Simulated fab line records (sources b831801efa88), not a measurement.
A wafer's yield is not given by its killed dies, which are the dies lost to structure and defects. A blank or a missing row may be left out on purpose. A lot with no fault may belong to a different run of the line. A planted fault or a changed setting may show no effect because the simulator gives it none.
fab line records	flow gf180mcu
[record] lots = 24	wafers = 72	last-day = 34
route steps=602 shown M1@316 M2@363 V2@406
lots that met no fault: taken from a fault-free run of the same line
start-h: start of the lot's first displayed wafer, in hours after the record's first day	wait-h: how many hours have passed since the lot's step before this one	" same as the row above	L1.1+2: several wafers, shown together as one row	- no value, or no start was given	* or withheld: withheld	< > ~ a bound
route shown NAME@n: a module of which the file shows steps, and the number in the route of the first	usual: the fault-free wafers' mean and standard deviation	same: alike in all rows	chamber/n: place in a boat	sites: per-site readings	_std_site: standard deviation across them	_edge_site: the outer-site mean with the inner-site mean subtracted	radius-mm: how far each site lies from the wafer's centre	mask NAME#n: copy n	behind: tool/chamber where the wafer was last shaped	hold: what put the lot on hold/how long, in hours/how the hold closed	device: transistor that didn't switch, given as n, p or np	end of line: tests run on the same wafers once the route is complete	a step without rows: its recipe alone	killed: at the first sort, the dies lost to defects and structure; wafer yield is something else	map: dies across one wafer; x = killed, . = not, _ = none there
set.NAME: the run value of the setting; set.NAME@STEP: its run value at that earlier step	model.NAME: the simulator's own value behind a step, which no gauge read
route steps across a sampled set of lots; one table per step, one row per wafer
services: from which hour (start-h, from the record's first day; less than 0 if before it) a tool's chamber was out of use, for how many hours, and why
[[steps]]
[step GF_M1_SPUTTER_01]
[recipe] material = TiN	target-thk-nm = 30	power-w = 6500	time-s = 25	chamber-pressure-pa = 0.4
[usual] throttle-valve-pct = 29.9/0.8
lot.wafer	tool	chamber	start-h	wait-h	throttle-valve-pct
L074.2	pvd-sputter-01	-	358.44	0.1	29.6
L074.3	"	-	"	"	30.6
L074.6	"	-	"	"	30.5
L075.1	pvd-sputter-04	-	374.20	0.1	28.9
L075.4	"	-	"	"	31.0
L075.5	"	-	"	"	30.9
L076.1	pvd-sputter-01	-	379.44	0.1	30.5
L076.2	"	-	"	"	29.6
L076.5	"	-	"	"	30.1
L077.1	pvd-sputter-02	-	400.37	0.1	29.7
L077.2	"	-	"	"	28.7
L077.3	"	-	"	"	31.4
L078.2	pvd-sputter-01	-	403.67	0.1	30.5
L078.3	"	-	"	"	29.2
L078.4	"	-	"	"	30.1
L079.1	pvd-sputter-02	-	426.70	0.1	29.8
L079.3	"	-	"	"	29.2
L079.6	"	-	"	"	29.5
L080.1	pvd-sputter-01	-	427.26	0.1	28.9
L080.2	"	-	"	"	30.2
L080.6	"	-	"	"	28.9
L081.3	pvd-sputter-02	-	430.11	0.1	29.8
L081.4	"	-	"	"	28.7
L081.5	"	-	"	"	30.0
L082.1	pvd-sputter-02	-	436.52	0.1	29.1
L082.2	"	-	"	"	31.1
L082.5	"	-	"	"	31.1
L083.3	pvd-sputter-02	-	442.24	0.1	28.7
L083.4	"	-	"	"	29.4
L083.5	"	-	"	"	31.1
L084.2	pvd-sputter-02	-	446.97	0.1	29.5
L084.5	"	-	"	"	29.7
L084.6	"	-	"	"	29.1
L085.2	pvd-sputter-01	-	459.81	0.1	29.0
L085.5	"	-	"	"	29.1
L085.6	"	-	"	"	29.8
L086.3	pvd-sputter-04	-	470.86	0.1	30.9
L086.4	"	-	"	"	31.1
L086.5	"	-	"	"	31.1
L087.1	pvd-sputter-04	-	477.48	0.1	30.3
L087.2	"	-	"	"	28.6
L087.4	"	-	"	"	31.0
L088.2	pvd-sputter-04	-	484.97	0.1	30.1
L088.3	"	-	"	"	31.1
L088.5	"	-	"	"	30.1
L089.1	pvd-sputter-01	-	495.06	0.1	29.0
L089.2	"	-	"	"	30.5
L089.4	"	-	"	"	30.3
L090.1	pvd-sputter-01	-	504.18	0.1	29.2
L090.5	"	-	"	"	29.4
L090.6	"	-	"	"	29.6
L091.1	pvd-sputter-02	-	509.46	0.1	29.3
L091.4	"	-	"	"	31.2
L091.6	"	-	"	"	28.7
L092.2	pvd-sputter-01	-	516.14	0.1	30.7
L092.5	"	-	"	"	30.4
L092.6	"	-	"	"	29.8
L093.1	pvd-sputter-01	-	526.93	0.1	29.1
L093.3	"	-	"	"	29.5
L093.4	"	-	"	"	30.1
L094.2	pvd-sputter-04	-	537.33	0.1	31.0
L094.3	"	-	"	"	30.3
L094.5	"	-	"	"	30.0
L095.2	pvd-sputter-02	-	543.43	0.1	30.0
L095.3	"	-	"	"	28.6
L095.5	"	-	"	"	28.7
L096.3	pvd-sputter-01	-	549.60	0.1	30.5
L096.4	"	-	"	"	29.2
L096.6	"	-	"	"	29.1
L097.2	pvd-sputter-02	-	560.91	0.1	29.4
L097.3	"	-	"	"	30.9
L097.4	"	-	"	"	29.9
[step GF_M1_SPUTTER_04]
[recipe] material = TiN	target-thk-nm = 50	power-w = 6500	time-s = 41.7	chamber-pressure-pa = 0.4
[usual] throttle-valve-pct = 29.9/0.78
lot.wafer	tool	chamber	start-h	wait-h	throttle-valve-pct
L074.2	pvd-sputter-01	-	358.52	0.0	29.4
L074.3	"	-	"	"	30.5
L074.6	"	-	"	"	30.5
L075.1	pvd-sputter-04	-	374.28	0.0	28.7
L075.4	"	-	"	"	30.8
L075.5	"	-	"	"	30.9
L076.1	pvd-sputter-01	-	379.52	0.0	30.7
L076.2	"	-	"	"	29.7
L076.5	"	-	"	"	30.3
L077.1	pvd-sputter-02	-	400.45	0.0	30.0
L077.2	"	-	"	"	28.7
L077.3	"	-	"	"	31.1
L078.2	pvd-sputter-01	-	403.75	0.0	30.4
L078.3	"	-	"	"	29.0
L078.4	"	-	"	"	30.2
L079.1	pvd-sputter-02	-	426.78	0.0	29.6
L079.3	"	-	"	"	29.2
L079.6	"	-	"	"	29.1
L080.1	pvd-sputter-01	-	427.34	0.0	29.2
L080.2	"	-	"	"	30.3
L080.6	"	-	"	"	28.8
L081.3	pvd-sputter-02	-	430.19	0.0	29.8
L081.4	"	-	"	"	28.8
L081.5	"	-	"	"	29.7
L082.1	pvd-sputter-02	-	436.60	0.0	29.2
L082.2	"	-	"	"	31.1
L082.5	"	-	"	"	30.9
L083.3	pvd-sputter-02	-	442.32	0.0	28.7
L083.4	"	-	"	"	29.1
L083.5	"	-	"	"	30.9
L084.2	pvd-sputter-02	-	447.05	0.0	29.6
L084.5	"	-	"	"	30.2
L084.6	"	-	"	"	29.3
L085.2	pvd-sputter-01	-	459.89	0.0	29.3
L085.5	"	-	"	"	28.8
L085.6	"	-	"	"	30.2
L086.3	pvd-sputter-04	-	470.94	0.0	30.9
L086.4	"	-	"	"	30.9
L086.5	"	-	"	"	30.9
L087.1	pvd-sputter-04	-	477.56	0.0	30.3
L087.2	"	-	"	"	28.9
L087.4	"	-	"	"	31.1
L088.2	pvd-sputter-04	-	485.05	0.0	30.1
L088.3	"	-	"	"	31.1
L088.5	"	-	"	"	30.3
L089.1	pvd-sputter-01	-	495.14	0.0	28.8
L089.2	"	-	"	"	30.1
L089.4	"	-	"	"	30.4
L090.1	pvd-sputter-01	-	504.26	0.0	29.3
L090.5	"	-	"	"	29.2
L090.6	"	-	"	"	29.8
L091.1	pvd-sputter-02	-	509.54	0.0	29.3
L091.4	"	-	"	"	31.1
L091.6	"	-	"	"	28.9
L092.2	pvd-sputter-01	-	516.22	0.0	30.7
L092.5	"	-	"	"	30.5
L092.6	"	-	"	"	29.6
L093.1	pvd-sputter-01	-	527.01	0.0	28.9
L093.3	"	-	"	"	29.7
L093.4	"	-	"	"	30.3
L094.2	pvd-sputter-04	-	537.41	0.0	31.2
L094.3	"	-	"	"	30.2
L094.5	"	-	"	"	30.4
L095.2	pvd-sputter-02	-	543.51	0.0	29.5
L095.3	"	-	"	"	28.8
L095.5	"	-	"	"	28.9
L096.3	pvd-sputter-01	-	549.69	0.0	30.1
L096.4	"	-	"	"	29.1
L096.6	"	-	"	"	28.8
L097.2	pvd-sputter-02	-	560.99	0.0	29.2
L097.3	"	-	"	"	31.3
L097.4	"	-	"	"	29.7
[step GF_M2_SPUTTER_01]
[recipe] material = TiN	target-thk-nm = 30	power-w = 6500	time-s = 25	chamber-pressure-pa = 0.4
[usual] throttle-valve-pct = 29.7/0.7
lot.wafer	tool	chamber	start-h	wait-h	throttle-valve-pct
L074.2	pvd-sputter-01	-	405.65	0.1	30.3
L074.3	"	-	"	"	29.5
L074.6	"	-	"	"	28.8
L075.1	pvd-sputter-03	-	427.48	0.1	29.2
L075.4	"	-	"	"	29.2
L075.5	"	-	"	"	29.2
L076.1	pvd-sputter-01	-	428.90	0.1	30.4
L076.2	"	-	"	"	29.0
L076.5	"	-	"	"	30.1
L077.1	pvd-sputter-03	-	450.33	0.1	29.2
L077.2	"	-	"	"	29.3
L077.3	"	-	"	"	29.9
L078.2	pvd-sputter-01	-	454.63	0.1	29.1
L078.3	"	-	"	"	30.4
L078.4	"	-	"	"	29.9
L079.1	pvd-sputter-01	-	477.78	0.1	29.6
L079.3	"	-	"	"	30.5
L079.6	"	-	"	"	29.1
L080.1	pvd-sputter-03	-	478.77	0.1	29.3
L080.2	"	-	"	"	29.1
L080.6	"	-	"	"	28.9
L081.3	pvd-sputter-01	-	482.67	0.1	30.4
L081.4	"	-	"	"	29.5
L081.5	"	-	"	"	29.1
L082.1	pvd-sputter-04	-	487.20	0.1	31.1
L082.2	"	-	"	"	29.1
L082.5	"	-	"	"	29.0
L083.3	pvd-sputter-04	-	493.16	0.1	31.0
L083.4	"	-	"	"	28.7
L083.5	"	-	"	"	30.2
L084.2	pvd-sputter-04	-	496.96	0.1	30.9
L084.5	"	-	"	"	30.3
L084.6	"	-	"	"	31.1
L085.2	pvd-sputter-01	-	511.16	0.1	30.4
L085.5	"	-	"	"	29.6
L085.6	"	-	"	"	29.1
L086.3	pvd-sputter-03	-	521.26	0.1	29.3
L086.4	"	-	"	"	29.6
L086.5	"	-	"	"	29.7
L087.1	pvd-sputter-03	-	527.98	0.1	28.9
L087.2	"	-	"	"	29.2
L087.4	"	-	"	"	29.9
L088.2	pvd-sputter-03	-	535.33	0.1	29.1
L088.3	"	-	"	"	29.9
L088.5	"	-	"	"	28.8
L089.1	pvd-sputter-03	-	543.98	0.1	29.1
L089.2	"	-	"	"	29.0
L089.4	"	-	"	"	29.2
L090.1	pvd-sputter-04	-	552.75	0.1	30.8
L090.5	"	-	"	"	31.4
L090.6	"	-	"	"	31.0
L091.1	pvd-sputter-01	-	558.16	0.1	29.3
L091.4	"	-	"	"	28.9
L091.6	"	-	"	"	29.1
L092.2	pvd-sputter-01	-	564.40	0.1	30.5
L092.5	"	-	"	"	29.4
L092.6	"	-	"	"	29.2
L093.1	pvd-sputter-01	-	574.50	0.1	30.5
L093.3	"	-	"	"	29.5
L093.4	"	-	"	"	29.9
L094.2	pvd-sputter-04	-	584.26	0.1	31.0
L094.3	"	-	"	"	30.0
L094.5	"	-	"	"	30.7
L095.2	pvd-sputter-03	-	590.06	0.1	29.1
L095.3	"	-	"	"	29.0
L095.5	"	-	"	"	30.0
L096.3	pvd-sputter-03	-	595.84	0.1	28.8
L096.4	"	-	"	"	29.4
L096.6	"	-	"	"	29.9
L097.2	pvd-sputter-03	-	606.96	0.1	29.9
L097.3	"	-	"	"	28.9
L097.4	"	-	"	"	29.0
[step GF_M2_SPUTTER_04]
[recipe] material = TiN	target-thk-nm = 50	power-w = 6500	time-s = 41.7	chamber-pressure-pa = 0.4
[usual] throttle-valve-pct = 29.7/0.7
lot.wafer	tool	chamber	start-h	wait-h	throttle-valve-pct
L074.2	pvd-sputter-01	-	405.73	0.0	30.1
L074.3	"	-	"	"	29.7
L074.6	"	-	"	"	29.1
L075.1	pvd-sputter-03	-	427.56	0.0	29.1
L075.4	"	-	"	"	29.2
L075.5	"	-	"	"	29.1
L076.1	pvd-sputter-01	-	428.98	0.0	30.5
L076.2	"	-	"	"	29.0
L076.5	"	-	"	"	30.5
L077.1	pvd-sputter-03	-	450.41	0.0	29.2
L077.2	"	-	"	"	29.3
L077.3	"	-	"	"	30.0
L078.2	pvd-sputter-01	-	454.71	0.0	28.9
L078.3	"	-	"	"	30.4
L078.4	"	-	"	"	30.2
L079.1	pvd-sputter-01	-	477.86	0.0	29.6
L079.3	"	-	"	"	30.7
L079.6	"	-	"	"	28.9
L080.1	pvd-sputter-03	-	478.86	0.0	29.2
L080.2	"	-	"	"	28.8
L080.6	"	-	"	"	29.3
L081.3	pvd-sputter-01	-	482.76	0.0	30.5
L081.4	"	-	"	"	29.7
L081.5	"	-	"	"	29.1
L082.1	pvd-sputter-04	-	487.28	0.0	31.1
L082.2	"	-	"	"	28.9
L082.5	"	-	"	"	29.0
L083.3	pvd-sputter-04	-	493.24	0.0	31.1
L083.4	"	-	"	"	29.0
L083.5	"	-	"	"	29.9
L084.2	pvd-sputter-04	-	497.04	0.0	30.8
L084.5	"	-	"	"	30.2
L084.6	"	-	"	"	31.2
L085.2	pvd-sputter-01	-	511.24	0.0	30.7
L085.5	"	-	"	"	29.6
L085.6	"	-	"	"	29.3
L086.3	pvd-sputter-03	-	521.34	0.0	29.3
L086.4	"	-	"	"	30.0
L086.5	"	-	"	"	30.0
L087.1	pvd-sputter-03	-	528.06	0.0	28.9
L087.2	"	-	"	"	29.3
L087.4	"	-	"	"	29.7
L088.2	pvd-sputter-03	-	535.41	0.0	29.4
L088.3	"	-	"	"	29.4
L088.5	"	-	"	"	29.2
L089.1	pvd-sputter-03	-	544.06	0.0	28.9
L089.2	"	-	"	"	28.9
L089.4	"	-	"	"	29.2
L090.1	pvd-sputter-04	-	552.84	0.0	31.0
L090.5	"	-	"	"	31.0
L090.6	"	-	"	"	31.0
L091.1	pvd-sputter-01	-	558.24	0.0	29.7
L091.4	"	-	"	"	29.1
L091.6	"	-	"	"	29.3
L092.2	pvd-sputter-01	-	564.48	0.0	30.8
L092.5	"	-	"	"	29.5
L092.6	"	-	"	"	29.0
L093.1	pvd-sputter-01	-	574.58	0.0	30.8
L093.3	"	-	"	"	29.5
L093.4	"	-	"	"	30.2
L094.2	pvd-sputter-04	-	584.35	0.0	30.7
L094.3	"	-	"	"	30.3
L094.5	"	-	"	"	31.1
L095.2	pvd-sputter-03	-	590.14	0.0	28.9
L095.3	"	-	"	"	28.9
L095.5	"	-	"	"	29.8
L096.3	pvd-sputter-03	-	595.92	0.0	28.9
L096.4	"	-	"	"	29.5
L096.6	"	-	"	"	29.7
L097.2	pvd-sputter-03	-	607.04	0.0	29.9
L097.3	"	-	"	"	29.0
L097.4	"	-	"	"	29.3
[step GF_M2_CD_MEAS_14]
[recipe] target-cd-nm = 280
[usual] cd-nm = 279.7/1.1
lot.wafer	tool	chamber	start-h	wait-h	cd-nm
L074.2	cd-sem-02	-	428.97	0.1	280.0
L074.3	"	-	"	"	279.6
L074.6	"	-	"	"	278.9
L075.1	cd-sem-02	-	451.51	0.1	281.0
L075.4	"	-	"	"	281.3
L075.5	"	-	"	"	281.8
L076.1	cd-sem-02	-	453.26	0.2	279.3
L076.2	"	-	"	"	279.0
L076.5	"	-	"	"	278.5
L077.1	cd-sem-01	-	474.10	0.1	279.1
L077.2	"	-	"	"	279.0
L077.3	"	-	"	"	278.5
L078.2	cd-sem-02	-	479.43	0.1	279.6
L078.3	"	-	"	"	280.9
L078.4	"	-	"	"	279.8
L079.1	cd-sem-02	-	501.91	0.1	280.3
L079.3	"	-	"	"	282.2
L079.6	"	-	"	"	281.5
L080.1	cd-sem-01	-	502.86	0.1	279.2
L080.2	"	-	"	"	279.7
L080.6	"	-	"	"	280.7
L081.3	cd-sem-01	-	506.09	0.1	279.4
L081.4	"	-	"	"	281.0
L081.5	"	-	"	"	280.2
L082.1	cd-sem-02	-	511.11	0.1	280.7
L082.2	"	-	"	"	280.8
L082.5	"	-	"	"	279.9
L083.3	cd-sem-01	-	516.69	0.1	279.2
L083.4	"	-	"	"	279.8
L083.5	"	-	"	"	279.5
L084.2	cd-sem-02	-	520.88	0.1	278.9
L084.5	"	-	"	"	278.8
L084.6	"	-	"	"	279.6
L085.2	cd-sem-02	-	534.87	0.1	279.9
L085.5	"	-	"	"	280.7
L085.6	"	-	"	"	279.4
L086.3	cd-sem-01	-	544.05	0.1	279.2
L086.4	"	-	"	"	278.2
L086.5	"	-	"	"	279.1
L087.1	cd-sem-02	-	550.76	0.1	278.2
L087.2	"	-	"	"	278.9
L087.4	"	-	"	"	279.9
L088.2	cd-sem-02	-	557.32	0.1	280.6
L088.3	"	-	"	"	280.4
L088.5	"	-	"	"	280.0
L089.1	cd-sem-02	-	566.36	0.1	280.6
L089.2	"	-	"	"	279.4
L089.4	"	-	"	"	280.6
L090.1	cd-sem-01	-	574.95	0.1	279.8
L090.5	"	-	"	"	278.5
L090.6	"	-	"	"	280.0
L091.1	cd-sem-01	-	580.20	0.1	277.0
L091.4	"	-	"	"	277.4
L091.6	"	-	"	"	277.5
L092.2	cd-sem-02	-	586.18	0.1	279.1
L092.5	"	-	"	"	279.9
L092.6	"	-	"	"	281.3
L093.1	cd-sem-01	-	595.51	0.1	280.0
L093.3	"	-	"	"	279.5
L093.4	"	-	"	"	279.1
L094.2	cd-sem-02	-	605.32	0.1	279.7
L094.3	"	-	"	"	278.3
L094.5	"	-	"	"	278.9
L095.2	cd-sem-01	-	610.92	0.1	278.4
L095.3	"	-	"	"	279.5
L095.5	"	-	"	"	278.5
L096.3	cd-sem-01	-	616.40	0.1	280.4
L096.4	"	-	"	"	280.7
L096.6	"	-	"	"	279.9
L097.2	cd-sem-01	-	628.63	0.1	280.0
L097.3	"	-	"	"	281.3
L097.4	"	-	"	"	279.6
[step GF_V2_RS_MEAS_24]
[recipe] thk-meas-gauge = four-point-probe	reads = W_of_V2_CVD_23+TiN_of_V2_SPUTTER_22+Ti_of_V2_SPUTTER_21
[usual] V2_W_RS = 0.328/0.0041
lot.wafer	tool	chamber	start-h	wait-h	V2_W_RS[ohm/sq]
L074.2	film-metro-02	-	456.67	0.1	0.328
L074.3	"	-	"	"	0.330
L074.6	"	-	"	"	0.328
L075.1	film-metro-04	-	478.48	0.1	0.319
L075.4	"	-	"	"	0.323
L075.5	"	-	"	"	0.324
L076.1	film-metro-02	-	480.40	0.1	0.323
L076.2	"	-	"	"	0.332
L076.5	"	-	"	"	0.328
L077.1	film-metro-03	-	500.67	0.1	0.328
L077.2	"	-	"	"	0.323
L077.3	"	-	"	"	0.326
L078.2	film-metro-04	-	505.65	0.1	0.331
L078.3	"	-	"	"	0.325
L078.4	"	-	"	"	0.322
L079.1	film-metro-03	-	528.36	0.2	0.330
L079.3	"	-	"	"	0.330
L079.6	"	-	"	"	0.327
L080.1	film-metro-04	-	528.55	0.1	0.330
L080.2	"	-	"	"	0.335
L080.6	"	-	"	"	0.331
L081.3	film-metro-02	-	531.86	0.2	0.325
L081.4	"	-	"	"	0.323
L081.5	"	-	"	"	0.326
L082.1	film-metro-03	-	537.12	0.1	0.331
L082.2	"	-	"	"	0.335
L082.5	"	-	"	"	0.333
L083.3	film-metro-03	-	542.77	0.1	0.325
L083.4	"	-	"	"	0.334
L083.5	"	-	"	"	0.332
L084.2	film-metro-02	-	546.05	0.1	0.331
L084.5	"	-	"	"	0.323
L084.6	"	-	"	"	0.328
L085.2	film-metro-02	-	560.05	0.1	0.329
L085.5	"	-	"	"	0.326
L085.6	"	-	"	"	0.327
L086.3	film-metro-02	-	568.68	0.1	0.333
L086.4	"	-	"	"	0.328
L086.5	"	-	"	"	0.334
L087.1	film-metro-04	-	575.82	0.1	0.332
L087.2	"	-	"	"	0.326
L087.4	"	-	"	"	0.335
L088.2	film-metro-03	-	582.10	0.1	0.334
L088.3	"	-	"	"	0.328
L088.5	"	-	"	"	0.327
L089.1	film-metro-03	-	590.78	0.1	0.324
L089.2	"	-	"	"	0.323
L089.4	"	-	"	"	0.321
L090.1	film-metro-04	-	599.45	0.1	0.323
L090.5	"	-	"	"	0.321
L090.6	"	-	"	"	0.326
L091.1	film-metro-04	-	603.77	0.1	0.333
L091.4	"	-	"	"	0.320
L091.6	"	-	"	"	0.326
L092.2	film-metro-03	-	610.29	0.1	0.333
L092.5	"	-	"	"	0.329
L092.6	"	-	"	"	0.331
L093.1	film-metro-04	-	619.46	0.1	0.333
L093.3	"	-	"	"	0.326
L093.4	"	-	"	"	0.332
L094.2	film-metro-04	-	628.63	0.1	0.327
L094.3	"	-	"	"	0.330
L094.5	"	-	"	"	0.322
L095.2	film-metro-03	-	634.58	0.1	0.328
L095.3	"	-	"	"	0.335
L095.5	"	-	"	"	0.333
L096.3	film-metro-04	-	639.18	0.1	0.325
L096.4	"	-	"	"	0.333
L096.6	"	-	"	"	0.333
L097.2	film-metro-03	-	650.65	0.2	0.328
L097.3	"	-	"	"	0.330
L097.4	"	-	"	"	0.331
[[services]]
tool	chamber	start-h	hours	kind
pvd-sputter-01	3	379.56	-	consumable-replace:kit
pvd-sputter-01	3	379.56	18.0	scheduled-down
pvd-sputter-01	3	379.56	18.0	vent-cycle
pvd-sputter-04	-	385.54	6.6	repair
pvd-sputter-03	-	411.34	0.6	repair
pvd-sputter-04	-	415.50	3.3	repair
pvd-sputter-03	-	416.12	3.4	repair
pvd-sputter-04	0	503.79	-	consumable-replace:kit
pvd-sputter-04	0	503.79	18.0	scheduled-down
pvd-sputter-04	0	503.79	18.0	vent-cycle
pvd-sputter-03	-	504.33	1.9	repair
pvd-sputter-03	-	506.10	1.4	repair
pvd-sputter-02	2	509.58	-	consumable-replace:kit
pvd-sputter-02	2	509.58	18.0	scheduled-down
pvd-sputter-02	2	509.58	18.0	vent-cycle
pvd-sputter-04	-	526.63	2.8	repair
pvd-sputter-03	-	562.46	2.1	repair
pvd-sputter-04	-	570.96	2.2	repair
pvd-sputter-03	-	597.00	3.0	repair
pvd-sputter-03	-	599.05	1.1	repair
pvd-sputter-01	2	604.46	-	consumable-replace:kit
pvd-sputter-01	2	604.46	18.0	scheduled-down
pvd-sputter-01	2	604.46	18.0	vent-cycle
[[key]]
fault none
